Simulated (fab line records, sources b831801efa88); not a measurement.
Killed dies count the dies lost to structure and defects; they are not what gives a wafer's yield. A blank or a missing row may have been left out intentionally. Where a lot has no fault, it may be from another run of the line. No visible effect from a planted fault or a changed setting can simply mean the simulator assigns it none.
Matching of chambers | flow sky130 | cmp-02 running SKY_VIA3_CMP_24: 4 sister chambers
The step polishes, stops on SiO2, t overpolish 20 s, target thk 0 nm. 8 wafers are shown with their chamber, then 8 later ones without.

WAFERS PAIRED WITH THEIR CHAMBERS
wafer  | chamber | motorCurrentA (A) | timeToEndpointS (s)
L476.5 | 3       | 10.7              | 94
L479.6 | 1       | 10.1              | 90
L480.1 | 0       | 9.2               | 89
L480.2 | 1       | 10.3              | 92
L480.6 | 3       | 10.5              | 91
L483.4 | 0       | 8.9               | 89
L483.5 | 2       | 11.4              | 94
L484.1 | 2       | 11.7              | 97

WAFERS WITH NO CHAMBER GIVEN
wafer  | motorCurrentA (A) | timeToEndpointS (s)
L484.3 | 10.9              | 97
L484.5 | 10.4              | 89
L489.2 | 10.5              | 98
L489.3 | 11.2              | 102
L489.5 | 11.8              | 100
L494.1 | 10.1              | 95
L494.2 | 9.1               | 92
L494.6 | 11.6              | 95

THE CHAMBER EACH PASSED THROUGH
wafer  | from the rows above     | in truth
L484.3 | can't be placed: 3 or 2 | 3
L484.5 | can't be placed: 1 or 3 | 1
L489.2 | can't be placed: 3 or 1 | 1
L489.3 | 2                       | 2
L489.5 | 2                       | 2
L494.1 | can't be placed: 1 or 3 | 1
L494.2 | 0                       | 0
L494.6 | 2                       | 2
Correct placement for 4 of the 8. From these rows, 4 cannot be placed; in 4 the true chamber is one of the candidates. Number placed wrongly: 0.
How it was worked out, from the rows above alone: a wafer's distance from a chamber is the root of the sum, over the readings, of the square of ((its reading less the chamber's mean) divided by the reading's scatter). If the next closest chamber is less than 2 further off than the closest, the wafer can't be placed; otherwise it belongs to the closest. For every chamber, the mean is computed from those of its wafers that are shown. The scatter: the root of (the sum of the squares of (reading less its chamber's mean) over the shown wafers, divided by (wafers less chambers)).
